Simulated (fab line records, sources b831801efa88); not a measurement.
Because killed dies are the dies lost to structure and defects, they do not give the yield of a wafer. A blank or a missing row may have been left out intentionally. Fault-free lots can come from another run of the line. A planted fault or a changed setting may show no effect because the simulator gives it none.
Which tool was responsible? + flow gf180mcu + 13 lots, 39 wafers sampled, at 2 steps of a route of 602

== WHAT THE GAUGES READ, wafer by wafer ==
GF_TOP_METAL_OVL_MEAS_15. Usual: TOP_METAL_OVL typically reads -0.2 nm, with standard deviation 1.3.
| lot  | measured     | on         | TOP_METAL_OVL (nm) | flag |
|------|--------------|------------|--------------------|------|
| L626 | day 28 01:39 | overlay-02 | -1.6 -0.2 -2.3     |      |
| L628 | day 28 20:32 | overlay-01 | -0.5 1.6 -0.7      |      |
| L629 | day 29 04:03 | overlay-02 | -1.1 -1.9 -0.8     |      |
| L630 | day 29 10:15 | overlay-01 | -0.9 -0.5 -0.9     |      |
| L631 | day 29 18:47 | overlay-01 | -1.7 -1.4 -1.7     |      |
| L634 | day 30 10:12 | overlay-01 | -0.7 -1.5 -0.3     |      |
| L635 | day 30 23:51 | overlay-02 | 0.0 -0.9 -1.2      |      |
| L639 | day 31 20:54 | overlay-02 | -1.0 -0.4 0.6      |      |
| L640 | day 32 04:50 | overlay-02 | -0.6 -0.6 -1.5     |      |
| L641 | day 32 10:05 | overlay-01 | 2.3 2.8 1.9        |      |
| L643 | day 32 19:56 | overlay-02 | -0.1 -1.6 -0.1     |      |
| L644 | day 33 02:56 | overlay-02 | 0.0 -1.9 -0.8      |      |
| L647 | day 33 20:20 | overlay-01 | 1.9 3.6 0.0        |      |

== EACH LOT AND THE TOOL THAT RAN IT (in order: tool; ch and the chambers of the sampled wafers; start) ==
| lot  | GF_STI_STRIP_15                     |
|------|-------------------------------------|
| L626 | plasma-asher-02 ch 0, day 2 01:33   |
| L628 | plasma-asher-01 ch 0,1, day 2 11:37 |
| L629 | plasma-asher-01 ch 0,1, day 2 17:14 |
| L630 | plasma-asher-02 ch 0,1, day 2 22:47 |
| L631 | plasma-asher-02 ch 0,1, day 3 03:01 |
| L634 | plasma-asher-03 ch 0,1, day 3 19:24 |
| L635 | plasma-asher-01 ch 0,1, day 4 00:19 |
| L639 | plasma-asher-02 ch 0,1, day 4 20:36 |
| L640 | plasma-asher-02 ch 0,1, day 5 03:34 |
| L641 | plasma-asher-02 ch 1, day 5 07:18   |
| L643 | plasma-asher-03 ch 0,1, day 5 17:28 |
| L644 | plasma-asher-02 ch 0,1, day 5 23:28 |
| L647 | plasma-asher-02 ch 0,1, day 6 15:07 |
- GF_STI_STRIP_15: strips in O2/N2.

== WHAT THE TOOLS THEMSELVES READ (means of the sampled wafers that have a number; where no wafer has one, the mark that the record gives instead) ==
GF_STI_STRIP_15. Usual: drypump-motor-current-A 5.6 A, standard deviation 0.46; heater-power-w 324 W, standard deviation 23; oes-product-au 0.383 a.u., standard deviation 0.0047; strip-time-to-endpoint-s 3.72 s, standard deviation 0.053.
| lot  | tool            | drypump-motor-current-A (A) | heater-power-w (W) | oes-product-au (a.u.) | strip-time-to-endpoint-s (s) | flag |
|------|-----------------|-----------------------------|--------------------|-----------------------|------------------------------|------|
| L626 | plasma-asher-02 | 5.3                         | 336                | 0.384                 | 3.70                         |      |
| L628 | plasma-asher-01 | 5.9                         | 325                | 0.382                 | 3.69                         |      |
| L629 | plasma-asher-01 | 5.9                         | 311                | 0.386                 | 3.76                         |      |
| L630 | plasma-asher-02 | 5.2                         | 322                | 0.381                 | 3.70                         |      |
| L631 | plasma-asher-02 | 5.2                         | 323                | 0.384                 | 3.72                         |      |
| L634 | plasma-asher-03 | 5.8                         | 348                | 0.384                 | 3.70                         |      |
| L635 | plasma-asher-01 | 5.9                         | 327                | 0.388                 | 3.72                         |      |
| L639 | plasma-asher-02 | 5.2                         | 314                | 0.379                 | 3.68                         |      |
| L640 | plasma-asher-02 | 5.2                         | 311                | 0.386                 | 3.81                         |      |
| L641 | plasma-asher-02 | 5.2                         | 308                | 0.378                 | 3.71                         |      |
| L643 | plasma-asher-03 | 5.8                         | 351                | 0.387                 | 3.70                         |      |
| L644 | plasma-asher-02 | 5.2                         | 317                | 0.383                 | 3.72                         |      |
| L647 | plasma-asher-02 | 5.2                         | 327                | 0.380                 | 3.73                         |      |

== THE ANSWER, worked out from the rows above alone ==
Rule: lot off if the mean of its wafers having a number is beyond 3 standard deviations from the usual mean. A lot without any number at a reading at which 4 lots or more have one is off too. All remaining lots with rows at the step are treated as sound. After the gauges, taken in route order, come the tools' own readings; for these a lot's mean is taken, as printed above. The first step at which some lot is off is used, and at that step the reading that is off furthest; a lot without a number counts as furthest.
No lot is off on any of the readings shown, so nothing can be concluded from this.

== WHAT WAS PUT IN BY THE SIMULATOR ==
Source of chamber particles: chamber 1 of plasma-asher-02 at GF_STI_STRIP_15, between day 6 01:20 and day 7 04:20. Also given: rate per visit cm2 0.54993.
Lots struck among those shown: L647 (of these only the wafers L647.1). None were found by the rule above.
